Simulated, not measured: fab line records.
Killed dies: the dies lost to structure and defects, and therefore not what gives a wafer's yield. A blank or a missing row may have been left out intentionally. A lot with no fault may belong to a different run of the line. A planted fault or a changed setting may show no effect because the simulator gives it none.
Matching of chambers + flow sky130 + 4 sister chambers for SKY_VIA2_CMP_24 on cmp-02
The step polishes, stops on SiO2, t overpolish 20 s, target thk 0 nm. 8 wafers are shown with their chamber, then 7 later ones without.

== EACH WAFER AND ITS CHAMBER ==
| wafer  | chamber | motorCurrentA (A) | timeToEndpointS (s) |
|--------|---------|-------------------|---------------------|
| L151.6 | 3       | 13.0              | 104                 |
| L160.1 | 2       | 12.2              | 98                  |
| L160.3 | 0       | 11.3              | 96                  |
| L163.1 | 1       | 12.9              | 102                 |
| L163.2 | 3       | 11.8              | 93                  |
| L163.3 | 2       | 12.4              | 97                  |
| L164.1 | 1       | 11.9              | 102                 |
| L164.2 | 0       | 11.1              | 95                  |

== WAFERS WITH NO CHAMBER GIVEN ==
| wafer  | motorCurrentA (A) | timeToEndpointS (s) |
|--------|-------------------|---------------------|
| L164.5 | 12.7              | 100                 |
| L170.1 | 11.4              | 98                  |
| L170.2 | 12.5              | 102                 |
| L170.4 | 12.8              | 105                 |
| L171.4 | 11.2              | 97                  |
| L171.5 | 12.1              | 104                 |
| L171.6 | 11.9              | 99                  |

== CHAMBER TAKEN BY EACH ==
| wafer  | from the rows above               | in truth |
|--------|-----------------------------------|----------|
| L164.5 | can't be placed: 3 or 1 or 2      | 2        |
| L170.1 | can't be placed: 0 or 2 or 3 or 1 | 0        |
| L170.2 | can't be placed: 1 or 3 or 2      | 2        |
| L170.4 | can't be placed: 1 or 3 or 2      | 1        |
| L171.4 | can't be placed: 0 or 2 or 3      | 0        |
| L171.5 | can't be placed: 1 or 3 or 2 or 0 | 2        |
| L171.6 | can't be placed: 2 or 3 or 1 or 0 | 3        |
Correct placement for 0 of the 7. These rows do not allow placing 7 (true chamber among the candidates in 7). Placed wrongly: 0.
How it was worked out, from the rows above alone: a wafer's distance from a chamber is the root of the sum, over the readings, of the square of ((its reading less the chamber's mean) divided by the reading's scatter). The wafer belongs to the nearest chamber; if the next one is less than 2 further off, it can't be placed. Each chamber's mean is taken over the wafers shown for it. The scatter: the root of (the sum of the squares of (reading less its chamber's mean) over the shown wafers, divided by (wafers less chambers)).
